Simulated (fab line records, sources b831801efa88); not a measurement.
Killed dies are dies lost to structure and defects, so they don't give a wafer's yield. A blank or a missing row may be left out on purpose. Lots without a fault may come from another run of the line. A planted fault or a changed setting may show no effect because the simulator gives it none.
Which tool did it? | flow gf180mcu | 12 lots, 36 wafers sampled, at 4 steps of a route of 602

WHAT THE GAUGES READ, wafer by wafer
The record holds no reading of a measuring or inspecting step that can be judged against a usual standard deviation.

WHICH TOOL RAN EACH LOT (tool, then ch and the chambers of the sampled wafers, then the start)
lot  | GF_M1_METAL_ETCH_16               | GF_V1_ETCH_16                      | GF_V1_CVD_23                  | GF_M2_SPUTTER_00
L338 | rie_metal-02 ch 0,1, day 16 19:31 | rie_diel-03 ch 0,2,3, day 17 19:46 | cvd_w-01 ch 0,1, day 17 20:32 | pvd_sputter-01, day 17 21:08
L339 | rie_metal-01 ch 0,1, day 17 06:13 | rie_diel-04 ch 1,2,3, day 18 07:10 | cvd_w-02 ch 0,1, day 18 07:56 | pvd_sputter-04, day 18 08:31
L340 | rie_metal-01 ch 0,1, day 17 17:40 | rie_diel-03 ch 1,2,3, day 18 18:58 | cvd_w-02 ch 0,1, day 18 19:44 | pvd_sputter-04, day 18 20:20
L341 | rie_metal-01 ch 0,1, day 18 01:37 | rie_diel-04 ch 0,1,2, day 19 03:10 | cvd_w-01 ch 0,1, day 19 04:05 | pvd_sputter-04, day 19 04:41
L342 | rie_metal-03 ch 0,1, day 18 12:34 | rie_diel-02 ch 0,2,3, day 19 14:22 | cvd_w-01 ch 0,1, day 19 15:28 | pvd_sputter-01, day 19 16:04
L344 | rie_metal-03 ch 0,1, day 19 05:03 | rie_diel-02 ch 0,2,3, day 20 07:13 | cvd_w-01 ch 0,1, day 20 08:05 | pvd_sputter-04, day 20 08:38
L345 | rie_metal-03 ch 0,1, day 19 18:16 | rie_diel-03 ch 0,3, day 20 20:52   | cvd_w-02 ch 0, day 20 21:40   | pvd_sputter-04, day 20 22:20
L346 | rie_metal-01 ch 1, day 20 02:43   | rie_diel-04 ch 1,2,3, day 21 03:34 | cvd_w-02 ch 0, day 21 04:20   | pvd_sputter-04, day 21 04:55
L347 | rie_metal-01 ch 0,1, day 20 15:07 | rie_diel-03 ch 0,2,3, day 21 16:33 | cvd_w-01 ch 0,1, day 21 17:23 | pvd_sputter-04, day 21 17:56
L354 | rie_metal-03 ch 0,1, day 23 04:25 | rie_diel-03 ch 0,2,3, day 24 04:22 | cvd_w-02 ch 0,1, day 24 05:08 | pvd_sputter-01, day 24 05:43
L357 | rie_metal-01 ch 0,1, day 24 01:13 | rie_diel-02 ch 2,3, day 25 00:37   | cvd_w-01 ch 0,1, day 25 01:26 | pvd_sputter-02, day 25 02:02
L359 | rie_metal-02 ch 0,1, day 24 18:13 | rie_diel-02 ch 1,2,3, day 25 16:11 | cvd_w-01 ch 0,1, day 25 16:58 | pvd_sputter-04, day 25 17:34
- GF_M1_METAL_ETCH_16: etches the open film in Cl2/BCl3, stops on SiO2, target depth 627.5 nm, time 104.6 s.
- GF_V1_ETCH_16: etches BARC in N2/H2.
- GF_V1_CVD_23: deposits W, target thk 350 nm, time 105.05 s.
- GF_M2_SPUTTER_00: material Ti, target thk 37.5 nm, time 150 s.

WHAT THE TOOLS THEMSELVES READ (means of the sampled wafers that have a number; where no wafer has one, the mark that the record gives instead)
GF_M1_METAL_ETCH_16. Usual: bias_w 139.9 W, standard deviation 0.4; drypump_motor_current_A 5.7 A, standard deviation 0.41; oes_product_au 0.974 a.u., standard deviation 0.0061; throttle_valve_pct 28.248 %, standard deviation 0.01.
lot  | tool         | bias_w (W) | drypump_motor_current_A (A) | oes_product_au (a.u.) | throttle_valve_pct (%) | flag
L338 | rie_metal-02 | 140.1      | 5.6                         | 0.982                 | 28.242                 |
L339 | rie_metal-01 | 139.9      | 5.4                         | 0.970                 | 28.252                 |
L340 | rie_metal-01 | 139.5      | 5.4                         | 0.972                 | 28.248                 |
L341 | rie_metal-01 | 139.3      | 5.4                         | 0.982                 | 28.239                 |
L342 | rie_metal-03 | 139.5      | 6.1                         | 0.972                 | 28.259                 |
L344 | rie_metal-03 | 139.9      | 6.1                         | 0.973                 | 28.249                 |
L345 | rie_metal-03 | 139.6      | 6.1                         | 0.974                 | 28.248                 |
L346 | rie_metal-01 | 139.7      | 5.6                         | 0.974                 | 28.246                 |
L347 | rie_metal-01 | 140.1      | 5.4                         | 0.975                 | 28.239                 |
L354 | rie_metal-03 | 139.7      | 6.1                         | 0.976                 | 28.243                 |
L357 | rie_metal-01 | 140.4      | 5.3                         | 0.971                 | 28.250                 |
L359 | rie_metal-02 | 139.8      | 5.5                         | 0.979                 | 28.242                 |

GF_V1_ETCH_16. Usual: bias_w 100.03 W, standard deviation 0.27; drypump_motor_current_A 5.8 A, standard deviation 0.52; oes_product_au 0.855 a.u., standard deviation 0.0057; throttle_valve_pct 13.225 %, standard deviation 0.0096.
lot  | tool        | bias_w (W) | drypump_motor_current_A (A) | oes_product_au (a.u.) | throttle_valve_pct (%) | flag
L338 | rie_diel-03 | 99.84      | 6.1                         | 0.854                 | 13.227                 |
L339 | rie_diel-04 | 99.89      | 5.2                         | 0.858                 | 13.215                 |
L340 | rie_diel-03 | 100.00     | 6.2                         | 0.860                 | 13.227                 |
L341 | rie_diel-04 | 100.32     | 5.4                         | 0.858                 | 13.228                 |
L342 | rie_diel-02 | 99.83      | 5.5                         | 0.853                 | 13.229                 |
L344 | rie_diel-02 | 100.01     | 5.6                         | 0.854                 | 13.214                 |
L345 | rie_diel-03 | 100.25     | 6.1                         | 0.856                 | 13.223                 |
L346 | rie_diel-04 | 99.97      | 5.3                         | 0.857                 | 13.227                 |
L347 | rie_diel-03 | 100.01     | 6.0                         | 0.850                 | 13.227                 |
L354 | rie_diel-03 | 99.94      | 6.1                         | 0.852                 | 13.221                 |
L357 | rie_diel-02 | 99.83      | 5.6                         | 0.847                 | 13.215                 |
L359 | rie_diel-02 | 99.99      | 5.5                         | 0.854                 | 13.228                 |

GF_V1_CVD_23. Usual: chamber_pressure_Torr 40.00 Torr, standard deviation 0.089; heater_power_w 856 W, standard deviation 50.
lot  | tool     | chamber_pressure_Torr (Torr) | heater_power_w (W) | flag
L338 | cvd_w-01 | 39.99                        | 916                |
L339 | cvd_w-02 | 40.03                        | 803                |
L340 | cvd_w-02 | 39.99                        | 813                |
L341 | cvd_w-01 | 40.16                        | 901                |
L342 | cvd_w-01 | 39.99                        | 912                |
L344 | cvd_w-01 | 39.98                        | 908                |
L345 | cvd_w-02 | 39.95                        | 800                |
L346 | cvd_w-02 | 39.97                        | 791                |
L347 | cvd_w-01 | 39.98                        | 906                |
L354 | cvd_w-02 | 39.26                        | 826                | OFF
L357 | cvd_w-01 | 39.98                        | 915                |
L359 | cvd_w-01 | 40.04                        | 925                |

GF_M2_SPUTTER_00. Usual: throttle_valve_pct 29.7 %, standard deviation 1.
lot  | tool           | throttle_valve_pct (%) | flag
L338 | pvd_sputter-01 | 29.9                   |
L339 | pvd_sputter-04 | 29.0                   |
L340 | pvd_sputter-04 | 29.3                   |
L341 | pvd_sputter-04 | 28.5                   |
L342 | pvd_sputter-01 | 30.0                   |
L344 | pvd_sputter-04 | 29.2                   |
L345 | pvd_sputter-04 | 29.6                   |
L346 | pvd_sputter-04 | 29.3                   |
L347 | pvd_sputter-04 | 29.7                   |
L354 | pvd_sputter-01 | 30.4                   |
L357 | pvd_sputter-02 | 30.5                   |
L359 | pvd_sputter-04 | 29.4                   |

THE ANSWER, worked out from the rows above alone
Rule: a lot is off if the mean of its wafers that have a number lies more than 3 standard deviations from the usual mean. A lot without any number at a reading at which 4 lots or more have one is off too. The other lots that the step has rows for count as sound. The gauges are gone through in route order, then the tools' own readings, and for those a lot's mean is taken as printed above. The first step at which some lot is off is used, and at that step the reading that is off furthest; a lot without a number counts as furthest.
Off: L354, at GF_V1_CVD_23 (chamber_pressure_Torr).
A tool fits if, at that step or a process step before it, it ran every lot that is off, and no sound lot after the first of them. Can't be told from this: 3 tools fit, rie_metal-03 at GF_M1_METAL_ETCH_16, rie_diel-03 at GF_V1_ETCH_16, cvd_w-02 at GF_V1_CVD_23.

WHAT THE SIMULATOR HAD PUT IN
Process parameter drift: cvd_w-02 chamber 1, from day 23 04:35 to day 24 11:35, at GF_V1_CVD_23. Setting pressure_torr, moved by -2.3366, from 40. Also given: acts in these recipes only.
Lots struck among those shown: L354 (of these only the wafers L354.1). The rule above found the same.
